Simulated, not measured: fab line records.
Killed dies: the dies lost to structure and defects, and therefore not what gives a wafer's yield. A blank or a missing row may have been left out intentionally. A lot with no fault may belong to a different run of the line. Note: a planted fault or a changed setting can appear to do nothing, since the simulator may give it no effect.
Matching of chambers ; flow gf180mcu ; GF_V1_CVD_02 on pecvd-02 has 3 sister chambers
The step deposits SiO2 from TEOS, target thk 850 nm, time 94.851 s. 6 wafers are shown with their chamber, then 7 later ones without.

WAFERS WITH THEIR CHAMBER
wafer;chamber;heater_power_w (W)
L570.4;0;793
L570.6;2;656
L571.2;2;667
L571.5;0;821
L571.6;1;778
L572.2;1;709

WAFERS WHOSE CHAMBER IS MISSING
wafer;heater_power_w (W)
L572.3;694
L572.5;544
L573.4;656
L573.6;782
L574.1;820
L574.2;762
L574.4;617

CHAMBER TAKEN BY EACH
wafer;from the rows above;in truth
L572.3;can't be placed: 2 or 1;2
L572.5;2;2
L573.4;2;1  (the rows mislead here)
L573.6;can't be placed: 0 or 1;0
L574.1;0;0
L574.2;can't be placed: 1 or 0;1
L574.4;2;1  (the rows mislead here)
Placed correctly: 2 of 7. These rows do not allow placing 3 (true chamber among the candidates in 3). Wrongly placed: 2.
How it was worked out, from the rows above alone: a wafer's distance from a chamber is the root of the sum, over the readings, of the square of ((its reading less the chamber's mean) divided by the reading's scatter). The wafer belongs to the nearest chamber; if the next one is less than 2 further off, it can't be placed. Each chamber's mean is taken over the wafers shown for it. The scatter: the root of (the sum of the squares of (reading less its chamber's mean) over the shown wafers, divided by (wafers less chambers)).
